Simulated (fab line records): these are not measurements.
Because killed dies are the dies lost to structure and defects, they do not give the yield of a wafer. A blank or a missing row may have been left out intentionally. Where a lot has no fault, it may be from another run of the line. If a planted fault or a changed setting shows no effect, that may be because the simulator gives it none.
A struck lot beside a sound one | flow sky130 | 16 steps out of a route of 708
Sound: wafers L995.1, L995.3, L995.4. Struck: wafer L114.4 (left out: L114.1, L114.6 of the same lot, which were not struck); the cause appears at the end.
Each step with rows lists, per side, the tool, then ch with its chambers, then its first start. Under that, the readings that differ: sound wafers | struck wafers | difference of the means | sigmas: that difference in standard deviations of wafers without a fault.
alike: a reading whose means differ by less than 2 such deviations, as well as words and numbers matching on both sides. not compared: withheld readings; readings where some wafer has no value; bounds like >300 that might hide an equal value; numbers whose values overlap and for which the record gives no deviation.
Wherever a step has rows on one side only, a row that says differs or no value, or a row with sigmas, the two part there. When numbers do not overlap yet have no deviation, they are printed without sigmas and do not part them. A reading that every wafer of one side lacks parts them only if that side has two wafers or more.

first, 2 steps without rows for these wafers: SKY_METAL3_PEB_11; SKY_METAL3_DEVELOP_12 (develop time 60 s).
SKY_METAL3_CD_MEAS_13: the cd target is 300 nm.
  sound on cd sem-01, day 39 08:39; struck on cd sem-01, day 44 23:15
  reading    | sound             | struck | difference | sigmas
  cd nm (nm) | 299.7 298.3 298.2 | 303.7  | +5.0       | +3
SKY_METAL3_OVL_MEAS_14:
  sound on overlay-02, day 39 08:46; struck on overlay-02, day 44 23:22
  reading         | sound   | struck | difference | sigmas
  METAL3_OVL (nm) | -7 -6 1 | 8      | +12        | +2
then, 1 step without rows for these wafers: SKY_METAL3_DESCUM_15 (chemistry O2, time 8 s).
SKY_METAL3_ETCH_16: etches BARC in N2/H2, stops on SiO2, time 88.2 s, target depth 60 nm.
  sound on rie metal-03 ch 0,1, day 39 08:50; struck on rie metal-03 ch 0, day 44 23:26
  alike: drypump motor current A, h2 flow sccm, oes product au, throttle valve pct
  not compared: rf hours counter h
SKY_METAL3_ETCH_17: etches SiO2 in C4F8/O2/Ar, stops on TiN, time 3.9 s, target depth 15 nm.
  sound on rie diel-02 ch 0,1,3, day 39 08:56; struck on rie diel-01 ch 1, day 44 23:32
  reading                | sound | struck | difference | sigmas
  rf hours counter h (h) | 3 2 4 | 8      | +5         |
  alike: oes product au
SKY_METAL3_METAL_ETCH_18: etches the open film in Cl2/BCl3, stops on SiO2, target depth 845 nm, time 183.1 s.
  sound on rie metal-01 ch 0,1, day 39 08:57; struck on rie metal-01 ch 1, day 44 23:33
  alike: drypump motor current A, mfc cl2 sccm, oes product au, throttle valve pct
  not compared: rf hours counter h
SKY_METAL3_STRIP_19: strips in O2/N2.
  sound on plasma asher-04 ch 0,1, day 39 09:08; struck on plasma asher-04 ch 0, day 44 23:55
  reading               | sound             | struck | difference | sigmas
  oes product au (a.u.) | 0.505 0.505 0.497 | 0.514  | +0.012     | +2
  alike: drypump motor current A, strip time to endpoint s
  not compared: rf hours counter h
then, 3 steps without rows for these wafers: SKY_METAL3_STRIP_20 (strips in post etch residue remover, time 1200 s); SKY_METAL3_CLEAN_21 (cleans in IPA, time 180 s); SKY_METAL3_CLEAN_22 (cleans in O3/DIW).
SKY_VIA3_HDPCVD_00: deposits SiO2, target thk 1635 nm, time 272.5 s.
  sound on hdpcvd-01 ch 0,1, day 39 09:43; struck on hdpcvd-01 ch 2, day 45 00:58
  reading                                  | sound             | struck | difference | sigmas
  run length s (s)                         | 300.2 299.9 300.8 | 309.1  | +8.8       | +20
  model.SiO2_of_VIA3_HDPCVD_00.thk nm (nm) | 1622 1652 1654    | 1708   | +65        |
SKY_VIA3_THK_MEAS_01:
  sound on film metro-03, day 39 09:53; struck on film metro-02, day 45 01:08
  reading              | sound          | struck | difference | sigmas
  VIA3_HDPCVD_THK (nm) | 1623 1653 1656 | 1708   | +64        | +4
SKY_VIA3_CMP_02: polishes SiO2.
  sound on cmp-01 ch 0,2,3, day 39 09:57; struck on cmp-02 ch 0, day 45 01:11
  reading             | sound         | struck | difference | sigmas
  motor current A (A) | 9.5 10.7 10.9 | 14.7   | +4.3       | +3
SKY_PAD_OPEN_PROBE_99:
  sound wafers here have rows in the record (prober-01, day 46 12:13); struck ones have none

## WHERE THEY PART
First at SKY_METAL3_CD_MEAS_13; last, within this record, at SKY_PAD_OPEN_PROBE_99.

WHY: what had been put in by the simulator
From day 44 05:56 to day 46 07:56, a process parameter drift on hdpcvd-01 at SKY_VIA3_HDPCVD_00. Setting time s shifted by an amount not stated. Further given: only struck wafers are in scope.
